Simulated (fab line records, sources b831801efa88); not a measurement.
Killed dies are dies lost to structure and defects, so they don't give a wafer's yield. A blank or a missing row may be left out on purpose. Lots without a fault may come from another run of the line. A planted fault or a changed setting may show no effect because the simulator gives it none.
Split-lot experiment | flow gf180mcu | 5 lots, 23 wafers read, on a route of 602 steps

THE SPLIT
At GF_SALICIDE_SPUTTER_02 (material Co, target thk 10 nm, time 20 s), the setting time_s was moved away from the recipe's 20 s on 10 of the 23 wafers read, by -12.1% to +14.3%. The other wafers ran this setting at the recipe's value.

FROM THE SPLIT TO THE READING: what the file shows between them, 1 step
- GF_SALICIDE_SPUTTER_03: material TiN, target thk 20 nm, time 17.46 s

THE READING
SALICIDE_TIN_RS, in ohm/sq, at GF_SALICIDE_RS_MEAS_04 (measures by four-point-probe). Fault-free wafers of this fab line usually give 16.02 ohm/sq, standard deviation 0.21 ohm/sq.

wafer  | tool, chamber at the split | time_s as run, s | against the recipe | SALICIDE_TIN_RS, ohm/sq | against lot-mates on the recipe
L074.1 | pvd_sputter-02, -          | 21.83            | +9.1%              | 15.01                   | -1.14
L074.2 | pvd_sputter-02, -          | 20               | recipe             | 16.00                   | -
L074.3 | pvd_sputter-02, -          | 20               | recipe             | 16.30                   | -
L074.4 | pvd_sputter-02, -          | 21.83            | +9.1%              | 14.73                   | -1.42
L074.5 | pvd_sputter-02, -          | 20               | recipe             | 16.14                   | -
L078.1 | pvd_sputter-01, -          | 18.87            | -5.6%              | 16.90                   | +0.95
L078.3 | pvd_sputter-01, -          | 20               | recipe             | 16.07                   | -
L078.4 | pvd_sputter-01, -          | 18.87            | -5.6%              | 16.86                   | +0.91
L078.5 | pvd_sputter-01, -          | 20               | recipe             | 15.85                   | -
L078.6 | pvd_sputter-01, -          | 20               | recipe             | 15.92                   | -
L082.1 | pvd_sputter-02, -          | 20               | recipe             | 15.89                   | -
L082.3 | pvd_sputter-02, -          | 22.86            | +14.3%             | 14.24                   | -1.81
L082.4 | pvd_sputter-02, -          | 20               | recipe             | 16.20                   | -
L082.5 | pvd_sputter-02, -          | 22.86            | +14.3%             | 14.12                   | -1.93
L082.6 | pvd_sputter-02, -          | 22.86            | +14.3%             | 14.15                   | -1.90
L084.1 | pvd_sputter-02, -          | 20               | recipe             | 15.84                   | -
L084.3 | pvd_sputter-02, -          | 20               | recipe             | 16.00                   | -
L084.4 | pvd_sputter-02, -          | 17.59            | -12.1%             | 18.02                   | +2.10
L084.5 | pvd_sputter-02, -          | 17.59            | -12.1%             | 18.14                   | +2.22
L084.6 | pvd_sputter-02, -          | 17.59            | -12.1%             | 18.24                   | +2.32
L085.3 | pvd_sputter-04, -          | 20               | recipe             | 16.10                   | -
L085.5 | pvd_sputter-04, -          | 20               | recipe             | 16.07                   | -
L085.6 | pvd_sputter-04, -          | 20               | recipe             | 16.18                   | -

THE FIT
A straight line over all 23 wafers: SALICIDE_TIN_RS changes by -0.147 ohm/sq for each +1% of time_s; r = -0.99; the points scatter about the line by 0.18 ohm/sq.
The same after taking each lot's own level away (the mean of its wafers on the recipe; 23 wafers): -0.153 ohm/sq for each +1%; r = -0.99; scatter 0.18 ohm/sq.
On that fit, the largest move of time_s shifts the reading by 2.2 ohm/sq.
The lots' own levels span 15.920 to 16.147 ohm/sq, that is 1.1 times the standard deviation above.
So the lot-to-lot level changes the slope little: the two slopes agree.
Check: with one of the wafers moved furthest among these (+14.3%) left out of the fit, the line predicts -2.15 ohm/sq for it against its lot-mates. It came out at -1.81 ohm/sq against them.

OTHER SPLITS ON THESE WAFERS
These wafers also went through other splits before the reading. Each is held against what the fit with the lots' levels taken away leaves over:
other split on the same wafers | wafers away from the commonest value | r with SALICIDE_TIN_RS (lot level and that fit taken away)
GF_PSD_DEVELOP_06 dev_temp_c   | 8                                    | +0.20

THE WHOLE CHAIN: every reading that the file lists as answering this split, in the file's order
step                   | what it does                             | reading                                                                           | change (the file's fit)               | r (the file's)
GF_SALICIDE_SPUTTER_02 | material Co, target thk 10 nm, time 20 s | Co_of_SALICIDE_SPUTTER_02.thk_nm (the simulator's own value, which no gauge read) | +0.098 nm for each +1% of the setting | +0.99
GF_SALICIDE_RS_MEAS_04 | measures by four-point-probe             | SALICIDE_TIN_RS                                                                   | -0.151 for each +1% of the setting    | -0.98

THE FILE'S OWN FIT
SALICIDE_TIN_RS changes by -0.151 ohm/sq for each +1% of time_s, r = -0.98.
